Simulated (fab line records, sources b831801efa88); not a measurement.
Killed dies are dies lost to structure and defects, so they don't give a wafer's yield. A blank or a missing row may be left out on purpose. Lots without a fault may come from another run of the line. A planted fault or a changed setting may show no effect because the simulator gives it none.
Which tool did it? | flow sky130 | 12 lots, 36 wafers sampled, at 3 steps of a route of 708

WHAT THE GAUGES READ, wafer by wafer
SKY_VIA4_OVL_MEAS_11.
lot  | measured     | on         | VIA4_OVL (nm)
L335 | day 42 12:08 | overlay-01 | -0.4 -0.2 0.7
L338 | day 44 13:41 | overlay-01 | -0.3 -1.6 0.4
L340 | day 44 21:56 | overlay-02 | -0.9 0.8 -0.8
L339 | day 45 00:11 | overlay-01 | -0.6 -1.0 -0.7
L341 | day 45 04:10 | overlay-01 | 0.6 -0.8 0.5
L342 | day 45 09:31 | overlay-02 | -0.3 1.5 1.2
L345 | day 45 16:44 | overlay-01 | -0.6 -0.8 -1.0
L344 | day 45 18:02 | overlay-01 | 0.6 -0.4 0.4
L350 | day 46 18:40 | overlay-01 | 1.3 1.4 1.5
L354 | day 47 14:58 | overlay-01 | -2.5 -0.2 -2.1
L355 | day 48 02:28 | overlay-01 | 1.1 -1.7 1.1
L356 | day 48 07:08 | overlay-01 | 0.0 2.1 1.1

WHICH TOOL RAN EACH LOT (tool, then ch and the chambers of the sampled wafers, then the start)
lot  | SKY_CONTACT_CLEAN_21            | SKY_METAL4_METAL_ETCH_18
L335 | wet_bench-01 ch 2, day 31 05:19 | rie_metal-03 ch 0,1, day 41 11:09
L338 | wet_bench-04 ch 0, day 33 15:28 | rie_metal-02 ch 0,1, day 43 14:36
L340 | wet_bench-04 ch 1, day 34 03:11 | rie_metal-01 ch 0,1, day 43 22:51
L339 | wet_bench-04 ch 3, day 34 06:51 | rie_metal-02 ch 0,1, day 44 00:21
L341 | wet_bench-01 ch 0, day 34 09:20 | rie_metal-01 ch 1, day 44 05:30
L342 | wet_bench-01 ch 3, day 34 17:40 | rie_metal-03 ch 0,1, day 44 10:34
L345 | wet_bench-01 ch 0, day 35 02:55 | rie_metal-03 ch 0,1, day 44 17:55
L344 | wet_bench-01 ch 2, day 35 03:02 | rie_metal-02 ch 0,1, day 44 19:25
L350 | wet_bench-01 ch 1, day 36 12:49 | rie_metal-02 ch 0,1, day 45 21:39
L354 | wet_bench-01 ch 0, day 37 11:59 | rie_metal-03 ch 0,1, day 46 17:09
L355 | wet_bench-03 ch 0, day 38 02:53 | rie_metal-03 ch 0,1, day 47 04:54
L356 | wet_bench-01 ch 3, day 38 08:36 | rie_metal-01 ch 0,1, day 47 10:17
- SKY_CONTACT_CLEAN_21: cleans in IPA, time 180 s.
- SKY_METAL4_METAL_ETCH_18: etches the open film in Cl2/BCl3, stops on SiO2, target depth 845 nm, time 183.1 s.

WHAT THE TOOLS THEMSELVES READ (means of the sampled wafers that have a number; where no wafer has one, the mark that the record gives instead)
SKY_CONTACT_CLEAN_21.
lot  | tool         | temp_c (C)
L335 | wet_bench-01 | 24.89
L338 | wet_bench-04 | 25.05
L340 | wet_bench-04 | 25.00
L339 | wet_bench-04 | 24.96
L341 | wet_bench-01 | 25.00
L342 | wet_bench-01 | 25.04
L345 | wet_bench-01 | 24.88
L344 | wet_bench-01 | 24.97
L350 | wet_bench-01 | 25.05
L354 | wet_bench-01 | 24.90
L355 | wet_bench-03 | 24.90
L356 | wet_bench-01 | 25.02

SKY_METAL4_METAL_ETCH_18.
lot  | tool         | bias_w (W) | drypump_motor_current_A (A) | he_backside_leak_sccm (sccm) | oes_product_au (a.u.) | throttle_valve_pct (%)
L335 | rie_metal-03 | 48.55      | 5.2                         | 3.58                         | 0.871                 | 22.267
L338 | rie_metal-02 | 48.51      | 5.6                         | 3.38                         | 0.866                 | 22.267
L340 | rie_metal-01 | 48.39      | 4.9                         | 3.66                         | 0.868                 | 22.267
L339 | rie_metal-02 | 48.46      | 5.6                         | 3.31                         | 0.866                 | 22.272
L341 | rie_metal-01 | 48.37      | 4.7                         | 3.22                         | 0.861                 | 22.261
L342 | rie_metal-03 | 48.51      | 4.9                         | 3.31                         | 0.867                 | 22.264
L345 | rie_metal-03 | 48.46      | 5.0                         | 3.29                         | 0.872                 | 22.274
L344 | rie_metal-02 | 48.54      | 5.6                         | 3.11                         | 0.867                 | 22.265
L350 | rie_metal-02 | 48.50      | 5.6                         | 3.03                         | 0.869                 | 22.268
L354 | rie_metal-03 | 48.59      | 5.2                         | 3.45                         | 0.869                 | 22.264
L355 | rie_metal-03 | 48.48      | 5.2                         | 3.40                         | 0.874                 | 22.256
L356 | rie_metal-01 | 48.57      | 5.1                         | 3.27                         | 0.870                 | 22.266

THE ANSWER, worked out from the rows above alone
Rule: what is usual is taken from the lots themselves. Put in order of their means at a reading, lots are off if they are a third of the lots or fewer, leave a main group of 4 or more, and stand apart from it by a gap of 3 or more times the standard deviation of the main group's means; of several such gaps the widest counts. A main group whose means are all the same, to the digits that the tables above print for the reading, isn't used. A lot without any number at a reading at which 4 lots or more have one is off too. The other lots that the step has rows for count as sound. The gauges are gone through in route order, then the tools' own readings, and for those a lot's mean is taken as printed above. The first step at which some lot is off is used, and at that step the reading that is off furthest; a lot without a number counts as furthest.
No lot is off at any reading shown: from this, nothing can be told.

WHAT THE SIMULATOR HAD PUT IN
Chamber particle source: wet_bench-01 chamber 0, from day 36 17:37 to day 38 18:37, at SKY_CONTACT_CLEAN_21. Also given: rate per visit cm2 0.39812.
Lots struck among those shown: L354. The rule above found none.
